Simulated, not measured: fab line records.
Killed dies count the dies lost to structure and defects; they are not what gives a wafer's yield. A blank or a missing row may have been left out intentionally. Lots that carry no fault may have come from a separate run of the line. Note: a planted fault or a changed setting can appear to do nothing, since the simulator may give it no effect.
2 desks, one fault	flow gf180mcu	each desk holds nothing but its own numbers, with what lay behind them at the end

## FROM THE METROLOGY DESK
Means of the sampled wafers that have a number, per lot and without regard to the tool the lot ran on: this is what the gauges read. Marked OUT: a lot whose mean sits more than 4 standard deviations from the usual mean, which makes it out of limits; the brackets give that distance.
Columns: A = VT_IMPLANT_02_OVL at GF_VT_IMPLANT_OVL_MEAS_29, usual -0.6 nm; B = NSD_TW at GF_NSD_TW_MEAS_12, usual 4255
lot	first seen here	A	B
L312	day 6 20:01	0.3	4278
L315	day 7 13:26	-0.8	4174
L316	day 7 21:32	-2.1	4335
L318	day 8 11:56	0.5	4279
L320	day 9 00:05	-0.8	-
L321	day 9 10:20	-0.1	-
L323	day 10 01:07	-0.5	4291
L327	day 11 01:32	0.2	4157
L329	day 11 11:47	-1.4	4293
L331	day 12 01:05	-2.8	4292
L332	day 12 07:40	-2.5	4337
L333	day 12 19:02	-0.8	4326
L334	day 13 01:45	-1.2	4276
L335	day 13 04:26	1.4	4273
Finding of this desk: none of the 14 lots has anything out of limits.

## DESK OF THE TOOL OWNER: iline-stepper-02
The tool's own readings at GF_VT_IMPLANT_EXPOSE_15 (exposes mask Nwell LV AREA, target cd 860 nm): means of the sampled wafers that have a number, for each lot that ran on this tool. Marked OUT: a lot whose mean sits more than 4 standard deviations from the usual mean, which makes it out of limits; the brackets give that distance.
Columns: A = exposure-dose-mJ-cm2 at GF_VT_IMPLANT_EXPOSE_15, usual 140.03; B = focus-offset-nm at GF_VT_IMPLANT_EXPOSE_15, usual 0.0 nm
lot	first seen here	A	B
L315	day 6 14:37	140.11	0.0
L316	day 6 22:34	140.03	-0.3
L323	day 8 23:28	140.19	0.3
L327	day 9 22:40	140.12	0.7
L331	day 10 20:52	140.01	-0.0
L332	day 11 03:38	139.86	-0.1
L335	day 11 23:34	140.10	-0.7
Finding of this desk: none of the 7 lots has anything out of limits.

## ALL TOGETHER
From the metrology desk's view, nothing was out of limits.
The tool owner's desk saw nothing out of limits.

## WHAT THE SIMULATOR HAD PUT IN
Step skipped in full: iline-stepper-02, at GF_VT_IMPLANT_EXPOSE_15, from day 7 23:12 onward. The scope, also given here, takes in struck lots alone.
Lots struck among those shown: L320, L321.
